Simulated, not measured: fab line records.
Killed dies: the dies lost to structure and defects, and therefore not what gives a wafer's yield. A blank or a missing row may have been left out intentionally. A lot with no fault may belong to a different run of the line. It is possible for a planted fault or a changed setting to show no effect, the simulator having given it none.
Which tool is to blame? | flow sky130 | 14 lots with 42 wafers sampled at 4 steps, on a route of 708 steps

WHAT THE GAUGES READ, wafer by wafer
SKY_VT_ADJUST_HVTP_TW_MEAS_11. Usual: for VT_ADJUST_HVTP_TW the level is 1353 and the standard deviation is 17.
lot  | measured     | on            | VT_ADJUST_HVTP_TW | flag
L154 | day 6 17:07  | film metro-03 | 1335 1342 1336    |
L155 | day 6 18:18  | film metro-03 | 1340 1334 1341    |
L156 | day 7 01:46  | film metro-02 | 1364 1374 1370    |
L157 | day 7 04:56  | film metro-03 | 1342 1332 1341    |
L158 | day 7 10:07  | film metro-02 | 1382 1373 1375    |
L159 | day 7 19:46  | film metro-02 | 1369 1375 1366    |
L160 | day 7 22:31  | film metro-02 | 1368 1373 1372    |
L161 | day 8 06:27  | film metro-02 | 1361 1358 1369    |
L162 | day 8 14:28  | film metro-02 | 1365 1356 1352    |
L169 | day 10 03:59 | film metro-03 | 1326 1332 1328    |
L170 | day 10 09:39 | film metro-02 | 1370 1381 1374    |
L171 | day 10 17:44 | film metro-03 | 1328 1329 1330    |
L175 | day 12 03:00 | film metro-02 | 1366 1374 1365    |
L176 | day 12 05:13 | film metro-04 | 1362 1354 1366    |

SKY_VT_ADJUST_LVTN_OVL_MEAS_18. Usual: for VT_ADJUST_LVTN_01_OVL the level is 0.2 nm and the standard deviation is 1.4.
lot  | measured     | on         | VT_ADJUST_LVTN_01_OVL (nm) | flag
L154 | day 8 09:17  | overlay-02 | 0.4 -0.4 -0.8              |
L155 | day 8 10:18  | overlay-02 | 2.1 1.4 1.9                |
L156 | day 8 19:06  | overlay-02 | -0.4 -0.1 0.2              |
L157 | day 8 21:49  | overlay-02 | -0.3 0.4 0.4               |
L158 | day 9 05:17  | overlay-02 | -0.7 -0.3 -0.1             |
L159 | day 9 15:34  | overlay-01 | 0.2 -0.1 -0.9              |
L160 | day 9 18:54  | overlay-01 | 1.9 1.8 2.9                |
L161 | day 10 03:29 | overlay-01 | 0.7 0.2 1.3                |
L162 | day 10 10:20 | overlay-02 | 1.2 2.1 0.3                |
L169 | day 12 03:50 | overlay-02 | 0.3 0.2 1.4                |
L170 | day 12 08:48 | overlay-02 | 0.5 0.5 0.6                |
L171 | day 12 18:01 | overlay-01 | 1.4 -0.1 2.0               |
L175 | day 14 06:26 | overlay-02 | -1.1 -0.3 0.8              |
L176 | day 14 08:45 | overlay-02 | -2.9 -2.9 -1.4             |

SKY_VT_ADJUST_PCH_OVL_MEAS_07. Usual: for VT_ADJUST_PCH_OVL the level is -0.3 nm and the standard deviation is 1.4.
lot  | measured     | on         | VT_ADJUST_PCH_OVL (nm) | flag
L154 | day 11 05:39 | overlay-02 | 0.8 1.5 0.5            |
L155 | day 11 06:48 | overlay-01 | -0.9 -0.8 -1.9         |
L156 | day 11 16:22 | overlay-02 | -3.8 -3.4 -3.2         |
L157 | day 11 18:49 | overlay-02 | 1.1 0.5 -0.4           |
L158 | day 12 04:09 | overlay-02 | -0.9 -2.4 -1.9         |
L159 | day 12 12:01 | overlay-02 | -0.3 -0.2 0.7          |
L160 | day 12 18:21 | overlay-01 | 3.1 2.0 2.5            |
L161 | day 13 02:06 | overlay-01 | -1.1 -0.6 -1.0         |
L162 | day 13 09:51 | overlay-02 | -2.1 -1.9 -2.3         |
L169 | day 15 10:22 | overlay-02 | -2.4 -0.9 -1.2         |
L170 | day 15 15:27 | overlay-01 | 0.5 -0.3 -1.4          |
L171 | day 16 03:25 | overlay-02 | -1.9 -2.9 -2.1         |
L175 | day 17 19:48 | overlay-02 | -0.1 -0.9 -1.4         |
L176 | day 18 00:06 | overlay-02 | -0.3 -1.1 -0.8         |

EACH LOT AND THE TOOL THAT RAN IT (in order: tool; ch and the chambers of the sampled wafers; start)
lot  | SKY_FIELD_ISO_CMP_27
L154 | cmp-02 ch 0,2,3, day 2 18:07
L155 | cmp-01 ch 1,2,3, day 2 18:11
L156 | cmp-01 ch 1,2,3, day 3 01:35
L157 | cmp-02 ch 0,1, day 3 03:29
L158 | cmp-01 ch 1,2,3, day 3 09:07
L159 | cmp-02 ch 0,3, day 3 16:46
L160 | cmp-01 ch 1,2,3, day 3 20:47
L161 | cmp-02 ch 0,2, day 4 02:17
L162 | cmp-02 ch 0,3, day 4 08:42
L169 | cmp-02 ch 0,2,3, day 5 14:55
L170 | cmp-02 ch 0,2,3, day 5 20:14
L171 | cmp-01 ch 1,2,3, day 6 02:50
L175 | cmp-01 ch 0,2,3, day 7 05:02
L176 | cmp-01 ch 1,2, day 7 08:05
- SKY_FIELD_ISO_CMP_27: polishes, stops on Si3N4, t overpolish 16 s, target thk 457.8 nm.

WHAT THE TOOLS THEMSELVES READ (means of the sampled wafers that have a number; where no wafer has one, the mark that the record gives instead)
SKY_FIELD_ISO_CMP_27. Usual: motor current A 12.3 A, standard deviation 1.3; overpolish run s 16.001 s, standard deviation 0.0083; time to endpoint s 114 s, standard deviation 4.2.
lot  | tool   | motor current A (A) | overpolish run s (s) | time to endpoint s (s) | flag
L154 | cmp-02 | 12.1                | 16.002               | 115                    |
L155 | cmp-01 | 12.7                | 16.003               | 113                    |
L156 | cmp-01 | 12.2                | 16.006               | 112                    |
L157 | cmp-02 | 12.9                | 16.012               | 118                    |
L158 | cmp-01 | 12.1                | 16.002               | 105                    |
L159 | cmp-02 | 11.6                | 15.995               | 113                    |
L160 | cmp-01 | 12.3                | 16.007               | 108                    |
L161 | cmp-02 | 12.1                | 16.003               | 112                    |
L162 | cmp-02 | 11.5                | 15.998               | 119                    |
L169 | cmp-02 | 12.2                | 14.568               | 115                    | OFF
L170 | cmp-02 | 12.6                | 14.558               | 115                    | OFF
L171 | cmp-01 | 12.6                | 15.992               | 112                    |
L175 | cmp-01 | 12.2                | 16.000               | 109                    |
L176 | cmp-01 | 12.4                | 15.994               | 113                    |

THE ANSWER, worked out from the rows above alone
Rule: a lot is off if the mean of its wafers that have a number lies more than 3 standard deviations from the usual mean. A lot without any number at a reading at which 4 lots or more have one is off too. Where the step has rows for the other lots, those lots are counted as sound. The gauges are gone through in route order, then the tools' own readings, and for those a lot's mean is taken as printed above. The first step at which some lot is off is used, and at that step the reading that is off furthest; a lot without a number counts as furthest.
Off, at SKY_FIELD_ISO_CMP_27 on overpolish run s: L169, L170.
If a tool, at that step or one of the process steps before it, ran each lot that is off and ran no sound lot following the first of them, it fits. One fits: cmp-02 at SKY_FIELD_ISO_CMP_27. Its last sound lot is L162 (day 4 08:42), its first lot that is off L169 (day 5 14:55): a fault that began between those two fits.
On the lots that are off, the tool's own readings at SKY_FIELD_ISO_CMP_27 differ by more than 5 times the standard deviation of the sound lots' means, which bears it out; overpolish run s reads 14.563 s there versus 16.001 s on the sound lots.

WHAT THE SIMULATOR HAD INSERTED
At SKY_FIELD_ISO_CMP_27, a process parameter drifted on cmp-02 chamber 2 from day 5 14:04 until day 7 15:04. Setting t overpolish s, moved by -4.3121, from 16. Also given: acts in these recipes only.
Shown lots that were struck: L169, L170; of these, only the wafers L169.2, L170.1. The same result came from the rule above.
